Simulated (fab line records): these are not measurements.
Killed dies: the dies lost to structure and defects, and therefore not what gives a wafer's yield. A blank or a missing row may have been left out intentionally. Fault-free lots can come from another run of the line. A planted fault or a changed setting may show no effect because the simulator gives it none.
Commonality check across tools + flow sky130 + 10 lots, 30 wafers sampled

REASON IT WAS OPENED
2 of 10 lots carry a flag on the reading SPACER_CVD_00_THK at SKY_SPACER_THK_MEAS_01. No-fault wafers: 43.0 nm, standard deviation 0.37.
Rule: flag the lot when none of its wafers has a number, or when each of its wafers that has one lies beyond 4 standard deviations from that mean. All remaining lots are regarded as sound.

| lot  | measured     | on            | SPACER_CVD_00_THK (nm), wafer by wafer | flag    |
|------|--------------|---------------|----------------------------------------|---------|
| L410 | day 23 05:35 | film-metro-01 | 43.5 43.8 43.7                         |         |
| L413 | day 24 10:11 | film-metro-01 | 42.6 42.8 42.2                         |         |
| L414 | day 24 23:53 | film-metro-02 | 42.6 42.7 42.6                         |         |
| L418 | day 26 01:51 | film-metro-02 | 43.3 43.5 43.8                         |         |
| L419 | day 26 12:37 | film-metro-01 | 43.0 43.1 43.2                         |         |
| L421 | day 26 21:53 | film-metro-02 | 28.9 28.9 29.0                         | FLAGGED |
| L423 | day 27 10:22 | film-metro-04 | 29.0 28.8 29.1                         | FLAGGED |
| L432 | day 30 03:51 | film-metro-04 | 42.5 42.9 42.7                         |         |
| L431 | day 30 03:52 | film-metro-01 | 42.8 42.9 42.6                         |         |
| L433 | day 30 17:35 | film-metro-02 | 42.7 42.9 42.5                         |         |
On average the flagged lots' numbers are 28.9 nm, which is -14.1 nm against the usual, or -38 standard deviations.

WHICH TOOL RAN EACH LOT
Before the reading, the record contains 3 process steps out of a 708-step route. In each cell: the tool, then ch and the chambers that the sampled wafers went through, then the start.
| lot  | flag    | SKY_SONOS_ONO_ETCH_15              | SKY_LDD_HVN_STRIP_09                 | SKY_SPACER_CVD_00           |
|------|---------|------------------------------------|--------------------------------------|-----------------------------|
| L410 |         | rie-diel-02 ch 0,1, day 12 20:37   | plasma-asher-04 ch 0,1, day 20 12:51 | lpcvd-02 ch 0, day 23 04:23 |
| L413 |         | rie-diel-01 ch 1,2,3, day 13 23:23 | plasma-asher-03 ch 0,1, day 21 19:26 | lpcvd-02 ch 0, day 24 08:59 |
| L414 |         | rie-diel-02 ch 0,2,3, day 14 10:56 | plasma-asher-01 ch 0,1, day 22 09:30 | lpcvd-02 ch 0, day 24 22:41 |
| L418 |         | rie-diel-01 ch 0,2,3, day 15 09:26 | plasma-asher-04 ch 0,1, day 23 10:42 | lpcvd-02 ch 0, day 26 00:39 |
| L419 |         | rie-diel-01 ch 0,2,3, day 15 20:22 | plasma-asher-03 ch 0,1, day 23 23:45 | lpcvd-02 ch 0, day 26 11:25 |
| L421 | FLAGGED | rie-diel-03 ch 0,1,3, day 16 05:56 | plasma-asher-03 ch 0,1, day 24 08:41 | lpcvd-02 ch 0, day 26 20:40 |
| L423 | FLAGGED | rie-diel-01 ch 0,2, day 16 18:43   | plasma-asher-01 ch 0,1, day 24 22:31 | lpcvd-02 ch 0, day 27 09:10 |
| L432 |         | rie-diel-02 ch 0,2,3, day 19 18:16 | plasma-asher-01 ch 0,1, day 27 15:52 | lpcvd-02 ch 0, day 30 02:02 |
| L431 |         | rie-diel-01 ch 1,3, day 19 16:17   | plasma-asher-01 ch 0,1, day 27 13:35 | lpcvd-02 ch 1, day 30 02:02 |
| L433 |         | rie-diel-03 ch 0,1,3, day 20 11:58 | plasma-asher-01 ch 0,1, day 28 08:26 | lpcvd-02 ch 0, day 30 16:23 |
What is done by these steps:
- SKY_SONOS_ONO_ETCH_15: etches the open film in CHF3/O2, target depth 19.52 nm, time 7.8 s.
- SKY_LDD_HVN_STRIP_09: strips in O2/N2.
- SKY_SPACER_CVD_00: deposits Si3N4 from DCS/NH3, target thk 43.1 nm, time 740 s.
- SKY_SPACER_THK_MEAS_01

FLAGGED AGAINST TOTAL, ONE TOOL AT A TIME (gauges that did the reading follow at the end)
| step                   | tool            | lots run | flagged | share of the flagged lots | sound lots run after its first flagged lot |
|------------------------|-----------------|----------|---------|---------------------------|--------------------------------------------|
| SKY_SONOS_ONO_ETCH_15  | rie-diel-01     | 5        | 1       | some                      | 1 (L431)                                   |
| SKY_SONOS_ONO_ETCH_15  | rie-diel-02     | 3        | 0       | none                      | -                                          |
| SKY_SONOS_ONO_ETCH_15  | rie-diel-03     | 2        | 1       | some                      | 1 (L433)                                   |
| SKY_LDD_HVN_STRIP_09   | plasma-asher-01 | 5        | 1       | some                      | 3 (L431,L432,L433)                         |
| SKY_LDD_HVN_STRIP_09   | plasma-asher-03 | 3        | 1       | some                      | 0                                          |
| SKY_LDD_HVN_STRIP_09   | plasma-asher-04 | 2        | 0       | none                      | -                                          |
| SKY_SPACER_CVD_00      | lpcvd-02        | 10       | 2       | all                       | 3 (L431,L432,L433)                         |
| SKY_SPACER_THK_MEAS_01 | film-metro-01   | 4        | 0       | none                      | -                                          |
| SKY_SPACER_THK_MEAS_01 | film-metro-02   | 4        | 1       | some                      | 1 (L433)                                   |
| SKY_SPACER_THK_MEAS_01 | film-metro-04   | 2        | 1       | some                      | 1 (L432)                                   |

WHAT IS ALLOWED BY THE TABLE
All flagged lots share 1 row of the table, namely lpcvd-02 at SKY_SPACER_CVD_00.
- lpcvd-02 at SKY_SPACER_CVD_00 ran 10 lots, 2 of them flagged. Sound lots followed the first flagged one (L431, L432, L433) on it, something a lasting fault affecting the whole tool could not allow. Its own readings (spike-tc-bottom-C, spike-tc-centre-C, spike-tc-lower-C, spike-tc-top-C, spike-tc-upper-C, susceptor-temp-C) fall more than 4 standard deviations out on all wafers of the flagged lots.
There is no row in the table that ran each flagged lot and no sound lot after the first.

WHAT THE SIMULATOR HAD PUT IN
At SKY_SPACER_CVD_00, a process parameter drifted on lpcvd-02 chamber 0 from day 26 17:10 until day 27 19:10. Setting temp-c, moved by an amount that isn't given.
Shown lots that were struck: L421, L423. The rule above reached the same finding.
